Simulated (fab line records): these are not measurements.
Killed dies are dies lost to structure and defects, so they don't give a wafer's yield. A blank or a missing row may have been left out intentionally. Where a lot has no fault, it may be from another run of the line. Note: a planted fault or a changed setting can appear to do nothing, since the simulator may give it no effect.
Which tool was responsible? | flow gf180mcu | 42 wafers from 14 lots sampled at 2 of the route's 602 steps

WHAT THE GAUGES READ, wafer by wafer
GF_POLY_GATE_CD_MEAS_18.
lot  | measured     | on        | cd-nm (nm)
L326 | day 9 09:41  | cd-sem-01 | 277.7 278.2 277.8
L327 | day 9 15:20  | cd-sem-02 | 279.6 278.6 280.5
L329 | day 10 09:53 | cd-sem-02 | 283.0 281.4 281.4
L328 | day 10 11:13 | cd-sem-02 | 280.0 279.3 279.6
L331 | day 11 02:46 | cd-sem-02 | 283.2 282.2 281.2
L336 | day 12 03:19 | cd-sem-01 | 277.7 280.4 280.3
L338 | day 12 18:49 | cd-sem-02 | 281.2 284.1 281.4
L339 | day 13 04:41 | cd-sem-02 | 280.1 279.7 280.6
L340 | day 13 13:23 | cd-sem-02 | 281.0 277.0 280.2
L343 | day 14 06:53 | cd-sem-02 | 276.0 280.0 279.1
L345 | day 14 22:35 | cd-sem-02 | 276.0 278.7 277.7
L346 | day 15 08:17 | cd-sem-01 | 281.0 281.5 282.8
L347 | day 15 15:07 | cd-sem-01 | 280.6 281.8 282.8
L348 | day 15 20:37 | cd-sem-02 | 282.4 281.2 278.9

GF_HV_LDD_CD_MEAS_46 targets a cd of 400 nm.
lot  | measured     | on        | cd-nm (nm)
L326 | day 12 16:07 | cd-sem-02 | 398.8 398.5 398.9
L327 | day 12 16:28 | cd-sem-02 | 400.6 398.6 401.5
L329 | day 13 15:12 | cd-sem-01 | 399.0 398.5 399.7
L328 | day 13 16:34 | cd-sem-01 | 402.7 402.2 401.8
L331 | day 14 10:38 | cd-sem-02 | 397.1 398.0 397.1
L336 | day 15 13:56 | cd-sem-02 | 403.1 403.0 403.5
L338 | day 16 06:35 | cd-sem-02 | 397.8 397.1 398.8
L339 | day 16 18:44 | cd-sem-02 | 401.3 396.0 400.3
L340 | day 17 03:19 | cd-sem-01 | 400.8 401.7 401.0
L343 | day 18 00:10 | cd-sem-02 | 399.1 401.7 402.1
L345 | day 18 16:10 | cd-sem-01 | 399.3 401.2 400.5
L346 | day 19 04:05 | cd-sem-02 | 399.7 399.7 399.8
L347 | day 19 13:41 | cd-sem-01 | 401.2 405.3 405.3
L348 | day 19 18:19 | cd-sem-02 | 397.9 400.7 397.5

EACH LOT AND THE TOOL THAT RAN IT (in order: tool; ch and the chambers of the sampled wafers; start)
No process step before these readings appears in the record.

WHAT THE TOOLS THEMSELVES READ (means of the sampled wafers that have a number; where no wafer has one, the mark that the record gives instead)
The record holds no such reading with a usual standard deviation.

THE ANSWER, worked out from the rows above alone
Rule: the usual values come from the lots themselves. The widest of any qualifying gaps counts: lots, ordered by their means at a reading, are off when they make up no more than a third of the lots, leave a main group of 4 or more, and stand apart from it by 3 or more times the standard deviation of that group's means. A main group whose means are all the same, to the digits that the tables above print for the reading, isn't used. A lot without any number at a reading at which 4 lots or more have one is off too. Any other lot the step has rows for is counted as sound. The gauges are gone through in route order, then the tools' own readings, and for those a lot's mean is taken as printed above. At the first step where some lot is off, the reading lying furthest off is the one used; lots without a number count as furthest.
Nothing can be told from this: no lot is off at any reading shown.

WHAT THE SIMULATOR HAD INSERTED
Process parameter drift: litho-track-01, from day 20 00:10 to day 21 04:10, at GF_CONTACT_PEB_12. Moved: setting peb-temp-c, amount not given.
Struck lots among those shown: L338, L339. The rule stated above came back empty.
